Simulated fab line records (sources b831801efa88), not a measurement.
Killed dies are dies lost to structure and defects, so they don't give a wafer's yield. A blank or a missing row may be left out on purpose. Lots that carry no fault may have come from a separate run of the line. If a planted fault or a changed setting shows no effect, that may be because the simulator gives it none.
Which tool did it? | flow sky130 | 11 lots with 33 wafers sampled at 5 steps, on a route of 708 steps

## WHAT THE GAUGES SHOWED, per wafer
SKY_VT_ADJUST_LVTN_TW_MEAS_21. Usual: VT_ADJUST_LVTN_2_TW 188.4, standard deviation 2.3.
lot  | measured     | on            | VT_ADJUST_LVTN_2_TW | flag
L485 | day 8 09:44  | film-metro-03 | 189.3 190.2 188.1   |
L484 | day 8 13:18  | film-metro-03 | 189.1 189.3 189.8   |
L483 | day 8 14:13  | film-metro-02 | 184.6 186.1 186.2   |
L486 | day 8 15:11  | film-metro-01 | 190.3 191.1 191.1   |
L487 | day 9 02:52  | film-metro-03 | 190.1 190.7 190.7   |
L489 | day 9 08:30  | film-metro-03 | 189.9 191.4 190.0   |
L488 | day 9 09:28  | film-metro-03 | 190.5 189.4 190.7   |
L491 | day 10 02:04 | film-metro-01 | 190.4 190.6 190.6   |
L493 | day 10 12:19 | film-metro-02 | 184.8 184.4 184.6   |
L494 | day 10 21:43 | film-metro-02 | 184.0 185.3 185.6   |
L496 | day 11 10:04 | film-metro-03 | 188.4 188.8 188.3   |

SKY_VT_ADJUST_NCORE_CD_MEAS_07: target cd 380 nm. Usual: 381.8 nm for cd-nm, sd 2.4.
lot  | measured     | on        | cd-nm (nm)        | flag
L485 | day 9 06:52  | cd-sem-02 | 382.4 382.1 382.5 |
L484 | day 9 10:15  | cd-sem-01 | 380.1 382.3 378.9 |
L483 | day 9 11:11  | cd-sem-02 | 383.7 382.8 382.9 |
L486 | day 9 12:20  | cd-sem-01 | 379.6 379.7 381.6 |
L487 | day 10 00:52 | cd-sem-01 | 381.3 379.4 381.5 |
L489 | day 10 05:40 | cd-sem-02 | 378.6 379.4 380.0 |
L488 | day 10 06:58 | cd-sem-02 | 380.1 382.3 380.0 |
L491 | day 11 00:49 | cd-sem-01 | 384.9 383.5 384.3 |
L493 | day 11 11:20 | cd-sem-01 | 382.0 383.9 382.9 |
L494 | day 11 21:37 | cd-sem-02 | 379.7 378.8 379.3 |
L496 | day 12 10:38 | cd-sem-01 | 382.8 382.3 383.1 |

SKY_SONOS_ONO_THK_MEAS_05. Usual: SONOS_ONO_CVD_04_THK 6.19 nm, standard deviation 0.12.
lot  | measured     | on            | SONOS_ONO_CVD_04_THK (nm) | flag
L485 | day 12 09:44 | film-metro-04 | 6.43 6.44 6.55            |
L484 | day 12 12:53 | film-metro-01 | 6.40 6.25 6.15            |
L483 | day 12 14:07 | film-metro-04 | 6.12 6.18 6.09            |
L486 | day 12 17:02 | film-metro-01 | 6.27 6.31 6.43            |
L487 | day 14 12:45 | film-metro-01 | 6.24 6.16 6.15            |
L489 | day 14 12:44 | film-metro-02 | 6.13 6.13 6.07            |
L488 | day 14 12:46 | film-metro-04 | 6.05 6.00 6.06            |
L491 | day 14 14:02 | film-metro-01 | 6.25 6.16 5.93            |
L493 | day 14 17:31 | film-metro-02 | 6.02 6.19 6.12            |
L494 | day 15 02:28 | film-metro-02 | 6.08 6.13 5.96            |
L496 | day 15 19:52 | film-metro-02 | 5.82 5.69 5.73            | OFF

SKY_LI_CONTACT_OVL_MEAS_13. Usual: LI_CONTACT_OVL 3 nm, standard deviation 5.5.
lot  | measured     | on         | LI_CONTACT_OVL (nm) | flag
L485 | day 30 08:39 | overlay-01 | 4 14 0              |
L484 | day 30 07:04 | overlay-02 | 9 5 -3              |
L483 | day 30 05:12 | overlay-02 | 1 2 2               |
L486 | day 30 08:03 | overlay-01 | -8 -2 -12           |
L487 | day 32 07:32 | overlay-02 | 7 -2 -2             |
L489 | day 32 09:53 | overlay-02 | 0 7 3               |
L488 | day 32 09:29 | overlay-02 | 2 4 -11             |
L491 | day 32 11:38 | overlay-02 | 3 -1 3              |
L493 | day 32 19:35 | overlay-02 | 4 10 19             |
L494 | day 32 21:02 | overlay-02 | 5 4 6               |
L496 | day 33 09:59 | overlay-01 | 9 4 7               |

## TOOL THAT RAN EACH LOT (tool first, then ch and the chambers of the sampled wafers, then the start)
lot  | SKY_SONOS_ONO_CVD_04
L485 | lpcvd-03 ch 1, day 12 08:27
L484 | lpcvd-03 ch 1, day 12 11:36
L483 | lpcvd-03 ch 0, day 12 12:51
L486 | lpcvd-03 ch 0, day 12 15:45
L487 | lpcvd-03 ch 0, day 14 10:52
L489 | lpcvd-03 ch 0, day 14 10:52
L488 | lpcvd-03 ch 1, day 14 10:52
L491 | lpcvd-03 ch 0, day 14 12:44
L493 | lpcvd-03 ch 1, day 14 16:16
L494 | lpcvd-03 ch 1, day 15 01:13
L496 | lpcvd-03 ch 1, day 15 18:36
- SKY_SONOS_ONO_CVD_04: deposits SiO2 from SiH4/N2O, target thk 5.7199 nm.

## AS READ BY THE TOOLS THEMSELVES (means over the sampled wafers that have a number; for cases with no such wafer, the mark the record gives instead)
SKY_SONOS_ONO_CVD_04. Usual: pressure-mtorr 400.1 mTorr, standard deviation 0.72; spike-tc-centre-C 904.8 C, standard deviation 1.
lot  | tool     | pressure-mtorr (mTorr) | spike-tc-centre-C (C) | flag
L485 | lpcvd-03 | 399.9                  | 904.4                 |
L484 | lpcvd-03 | 400.3                  | 905.3                 |
L483 | lpcvd-03 | 399.9                  | 905.9                 |
L486 | lpcvd-03 | 399.9                  | 904.8                 |
L487 | lpcvd-03 | 399.5                  | 904.8                 |
L489 | lpcvd-03 | 400.3                  | 905.3                 |
L488 | lpcvd-03 | 400.0                  | 904.4                 |
L491 | lpcvd-03 | 399.6                  | 904.9                 |
L493 | lpcvd-03 | 399.7                  | 904.9                 |
L494 | lpcvd-03 | 399.6                  | 905.4                 |
L496 | lpcvd-03 | 399.6                  | 905.2                 |

## THE ANSWER, worked out from the rows above alone
Rule: lot off if the mean of its wafers having a number is beyond 3 standard deviations from the usual mean. Also off: a lot with no number at a reading for which 4 or more lots have one. Any other lot the step has rows for is counted as sound. First the gauges in route order, then the tools' own readings, where a lot's mean is used as printed above. The first step at which some lot is off is used, and at that step the reading that is off furthest; a lot without a number counts as furthest.
Off: L496, seen at SKY_SONOS_ONO_THK_MEAS_05 (SONOS_ONO_CVD_04_THK).
If a tool, at a process step before that reading, ran all the lots that are off and no sound lot after the first of them, it fits. Gauges at SKY_SONOS_ONO_THK_MEAS_05: tried the same way as those tools. 2 tools fit, lpcvd-03 at SKY_SONOS_ONO_CVD_04 and film-metro-02 at SKY_SONOS_ONO_THK_MEAS_05, so this cannot tell which one it is.

## WHAT THE SIMULATOR PUT IN
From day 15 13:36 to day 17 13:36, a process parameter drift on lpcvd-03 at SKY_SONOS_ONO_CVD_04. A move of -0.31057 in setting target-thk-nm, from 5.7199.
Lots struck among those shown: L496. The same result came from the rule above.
